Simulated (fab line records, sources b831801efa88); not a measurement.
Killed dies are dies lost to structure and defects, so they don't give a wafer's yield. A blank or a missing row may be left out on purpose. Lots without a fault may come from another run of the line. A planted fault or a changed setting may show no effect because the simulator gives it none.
fab line records | flow sky130
record lots=14 wafers=42 last_day=50
route steps=708 shown VIA3@574 METAL5@667 PASSIVATION@681
lots that met no fault: from a run of the same line without faults
start_h: hours from the record's first day to the start of the lot's first wafer shown | wait_h: hours since the lot's step before | " the same as in the row above | L1.1+2: a row that stands for several wafers | - no value, or no start given | * or withheld: withheld | < > ~ a bound
route shown NAME@n: a module of which the file shows steps, and the number in the route of the first | usual: mean/standard deviation of fault-free wafers | same: alike in all rows | chamber/n: place in a boat | sites: the reading at each site | _std_site: their standard deviation | _edge_site: outer sites' mean less inner sites' | radius_mm: how far each site lies from the wafer's centre | mask NAME#n: copy n | behind: the tool/chamber that last shaped the wafer | hold: why the lot was held/for how many hours/how that ended | device: the transistor (n, p or np) that didn't switch | end of line: the same wafers' tests at the end of the route | a step without rows: its recipe alone | killed: dies lost to structure and defects at the first sort, not the wafer's yield | map: a wafer's dies, x killed, . not, _ none there
set.NAME: the setting as run; set.NAME@STEP: as run at that earlier step | model.NAME: the simulator's own value behind a step, which no gauge read
steps of the route over a sample of lots; a table a step, a row a wafer
services: from which hour (start_h, from the record's first day; less than 0 if before it) a tool's chamber was out of use, for how many hours, and why
## steps
# step SKY_VIA3_THK_MEAS_01
# recipe reads=SiO2_of_VIA3_HDPCVD_00
# usual VIA3_HDPCVD_THK=1642/19
# columns lot.wafer tool chamber start_h wait_h VIA3_HDPCVD_THK[nm]
L395.3 film_metro-01 - 901.14 0.1 1632
L395.4 " - " " 1663
L395.5 " - " " 1672
L396.2 film_metro-01 - 912.98 0.1 1662
L396.3 " - " " 1646
L396.4 " - " " 1647
L398.3 film_metro-03 - 937.31 0.1 1670
L398.4 " - " " 1637
L398.6 " - " " 1667
L400.2 film_metro-03 - 952.43 0.1 1638
L400.3 " - " " 1641
L400.6 " - " " 1594
L402.3 film_metro-03 - 961.52 0.1 1628
L402.4 " - " " 1621
L402.5 " - " " 1641
L404.1 film_metro-03 - 970.78 0.1 1650
L404.5 " - " " 1613
L404.6 " - " " 1643
L403.2 film_metro-03 - 971.72 0.1 1622
L403.4 " - " " 1648
L403.5 " - " " 1671
L405.2 film_metro-02 - 978.33 0.1 1682
L405.3 " - " " 1661
L405.6 " - " " 1637
L406.2 film_metro-02 - 986.83 0.1 1669
L406.3 " - " " 1629
L406.6 " - " " 1670
L407.1 film_metro-02 - 1010.15 0.1 1643
L407.3 " - " " 1629
L407.5 " - " " 1625
L411.1 film_metro-01 - 1022.94 0.1 1673
L411.2 " - " " 1658
L411.6 " - " " 1653
L412.2 film_metro-01 - 1030.65 0.1 1623
L412.3 " - " " 1629
L412.4 " - " " 1623
L415.2 film_metro-03 - 1043.26 0.1 1665
L415.4 " - " " 1668
L415.6 " - " " 1672
L417.1 film_metro-02 - 1064.10 0.1 1643
L417.2 " - " " 1627
L417.4 " - " " 1645
# step SKY_VIA3_ETCH_15
# recipe target=SiO2 chemistry=C4F8/O2/Ar target_depth_nm=507 stop_on=TiN mask_material=KrF-thick source_w=1500 bias_w=1200 pressure_mtorr=40 c4f8_flow_sccm=withheld O2_flow_sccm=6 Ar_flow_sccm=300 time_s=78
# usual oes_product_au=0.946/0.0045
# columns lot.wafer tool chamber start_h wait_h oes_product_au rf_hours_counter_h
L395.3 rie_diel-02 0 926.77 0.0 0.948 8
L395.4 " 2 " " 0.944 -
L395.5 " 0 " " 0.952 -
L396.2 rie_diel-03 0 938.56 0.0 0.949 21
L396.3 " 3 " " 0.950 15
L396.4 " 1 " " 0.942 14
L398.3 rie_diel-02 0 962.67 0.0 0.947 9
L398.4 " 1 " " 0.948 11
L398.6 " 2 " " 0.940 -
L400.2 rie_diel-02 2 977.81 0.0 0.946 2
L400.3 " 3 " " 0.950 6
L400.6 " 0 " " 0.943 -
L402.3 rie_diel-02 3 986.21 0.0 0.950 6
L402.4 " 1 " " 0.957 11
L402.5 " 3 " " 0.949 -
L404.1 rie_diel-03 2 993.91 0.0 0.945 3
L404.5 " 2 " " 0.946 -
L404.6 " 3 " " 0.948 -
L403.2 rie_diel-04 0 995.16 0.0 0.951 19
L403.4 " 1 " " 0.949 9
L403.5 " 0 " " 0.942 -
L405.2 rie_diel-02 0 1002.22 0.0 0.953 10
L405.3 " 2 " " 0.949 3
L405.6 " 0 " " 0.945 -
L406.2 rie_diel-04 3 1010.61 0.0 0.932 16
L406.3 " 0 " " 0.946 19
L406.6 " 0 " " 0.943 -
L407.1 rie_diel-04 3 1032.66 0.0 0.943 17
L407.3 " 2 " " 0.946 6
L407.5 " 3 " " 0.946 -
L411.1 rie_diel-03 1 1045.42 0.0 0.952 18
L411.2 " 0 " " 0.950 25
L411.6 " 0 " " 0.946 -
L412.2 rie_diel-02 1 1053.16 0.0 0.943 14
L412.3 " 0 " " 0.944 12
L412.4 " 2 " " 0.943 -
L415.2 rie_diel-03 0 1064.96 0.0 0.941 26
L415.4 " 3 " " 0.950 19
L415.6 " 0 " " 0.949 -
L417.1 rie_diel-03 1 1085.86 0.0 0.946 20
L417.2 " 3 " " 0.947 20
L417.4 " 0 " " 0.947 26
# step SKY_METAL5_THK_MEAS_06
# recipe thk_meas_gauge=xrf reads=AlCu_of_METAL5_SPUTTER_02
# usual METAL5_ALCU_THK=1159/13
# columns lot.wafer tool chamber start_h wait_h METAL5_ALCU_THK[nm]
L395.3 film_metro-04 - 1004.45 0.1 1174
L395.4 " - " " 1151
L395.5 " - " " 1170
L396.2 film_metro-04 - 1016.27 0.1 1157
L396.3 " - " " 1165
L396.4 " - " " 1152
L398.3 film_metro-04 - 1037.92 0.1 1142
L398.4 " - " " 1139
L398.6 " - " " 1132
L400.2 film_metro-02 - 1052.04 0.1 1170
L400.3 " - " " 1186
L400.6 " - " " 1177
L402.3 film_metro-01 - 1059.45 0.1 1153
L402.4 " - " " 1159
L402.5 " - " " 1132
L404.1 film_metro-01 - 1066.49 0.1 1157
L404.5 " - " " 1155
L404.6 " - " " 1154
L403.2 film_metro-02 - 1067.10 0.1 1166
L403.4 " - " " 1159
L403.5 " - " " 1157
L405.2 film_metro-01 - 1073.73 0.1 1159
L405.3 " - " " 1162
L405.6 " - " " 1181
L406.2 film_metro-01 - 1081.75 0.1 1164
L406.3 " - " " 1156
L406.6 " - " " 1151
L407.1 film_metro-02 - 1101.40 0.1 1168
L407.3 " - " " 1170
L407.5 " - " " 1168
L411.1 film_metro-02 - 1113.38 0.1 1168
L411.2 " - " " 1156
L411.6 " - " " 1152
L412.2 film_metro-01 - 1119.81 0.1 1183
L412.3 " - " " 1165
L412.4 " - " " 1183
L415.2 film_metro-01 - 1132.23 0.1 1149
L415.4 " - " " 1166
L415.6 " - " " 1167
L417.1 film_metro-04 - 1149.04 0.1 1176
L417.2 " - " " 1169
L417.4 " - " " 1158
# step SKY_PASSIVATION_CVD_00
# recipe material=SiO2 target_thk_nm=90 temp_c=400 time_s=withheld rf_w=600
# usual heater_power_outer_w=374/57 heater_power_w=652/88
# columns lot.wafer tool chamber start_h wait_h heater_power_outer_w heater_power_w
L395.3 pecvd-01 2 1027.97 0.0 333 527
L395.4 " 0 " " 367 651
L395.5 " 2 " " 324 533
L396.2 pecvd-01 0 1040.04 0.0 438 740
L396.3 " 2 " " 305 488
L396.4 " 0 " " 428 731
L398.3 pecvd-03 0 1059.61 0.0 398 711
L398.4 " 0 " " 391 727
L398.6 " 2 " " 324 572
L400.2 pecvd-01 1 1074.22 0.0 395 682
L400.3 " 2 " " 344 542
L400.6 " 2 " " 350 557
L402.3 pecvd-03 0 1080.88 0.0 363 668
L402.4 " 1 " " 317 558
L402.5 " 2 " " 313 558
L404.1 pecvd-01 1 1088.35 0.0 397 702
L404.5 " 1 " " 411 708
L404.6 " 0 " " 383 656
L403.2 pecvd-03 0 1088.54 0.0 384 702
L403.4 " 0 " " 386 709
L403.5 " 2 " " 348 604
L405.2 pecvd-04 1 1095.63 0.0 369 683
L405.3 " 2 " " 525 820
L405.6 " 2 " " 521 844
L406.2 pecvd-01 2 1102.38 0.0 362 559
L406.3 " 0 " " 343 627
L406.6 " 2 " " 366 571
L407.1 pecvd-04 2 1121.88 0.0 439 712
L407.3 " 0 " " 517 852
L407.5 " 2 " " 433 717
L411.1 pecvd-03 1 1133.70 0.0 - -
L411.2 " 0 " " - -
L411.6 " 1 " " - -
L412.2 pecvd-03 1 1139.67 0.0 - -
L412.3 " 0 " " - -
L412.4 " 2 " " - -
L415.2 pecvd-01 0 1150.63 0.0 409 698
L415.4 " 1 " " 439 744
L415.6 " 0 " " 421 706
L417.1 pecvd-04 0 1167.54 0.0 493 838
L417.2 " 1 " " 341 682
L417.4 " 2 " " 518 812
## services
# columns tool chamber start_h hours kind
rie_diel-02 1 924.99 16.3 repair
pecvd-01 - 932.16 0.7 repair
pecvd-04 - 943.43 5.9 repair
rie_diel-03 2 964.26 13.7 repair
pecvd-01 1 970.05 5.5 scheduled_down
pecvd-01 - 971.68 1.7 repair
pecvd-03 2 1001.76 23.7 repair
pecvd-03 1 1017.23 4.1 repair
pecvd-04 - 1025.43 1.2 repair
rie_diel-02 2 1027.18 3.0 repair
rie_diel-02 3 1038.89 6.1 repair
rie_diel-03 3 1040.74 7.6 repair
rie_diel-04 - 1046.72 14.6 pm
pecvd-03 - 1047.68 6.0 pm
rie_diel-02 3 1052.23 3.3 repair
rie_diel-03 3 1057.69 3.9 repair
pecvd-01 - 1085.50 2.8 pm
rie_diel-03 1 1109.17 4.7 repair
rie_diel-02 0 1117.25 8.5 repair
rie_diel-03 0 1119.20 1.6 repair
pecvd-01 1 1120.64 6.3 repair
rie_diel-03 0 1140.84 6.2 repair
pecvd-04 - 1141.45 0.4 repair
rie_diel-02 - 1164.48 0.3 repair
## key
first_sign step=SKY_PASSIVATION_CVD_00 reading=tool_record direction=missing
effect none on later readings
met_at SKY_PASSIVATION_CVD_00
struck_lots L411,L412
later_rows_left_out L411.1,L411.2,L411.6,L412.2,L412.3,L412.4
sort_left_out L411.1,L411.2,L411.6,L412.2,L412.3,L412.4
not_acting_at SKY_VIA3_THK_MEAS_01,SKY_VIA3_ETCH_15,SKY_METAL5_THK_MEAS_06
onset_between 1088.54 1133.70
fault kind=skipped_step_whole tool=pecvd-03 chamber=- onset_h=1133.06 steps=SKY_PASSIVATION_CVD_00 scope=struck_lots_only
# sort_left_out: the simulated sort isn't trusted on such a fault, so these wafers' sort isn't shown, and their yield isn't known
# later_rows_left_out: the simulator's readings of these wafers behind a module that went badly wrong aren't trusted and aren't shown, but for the sort
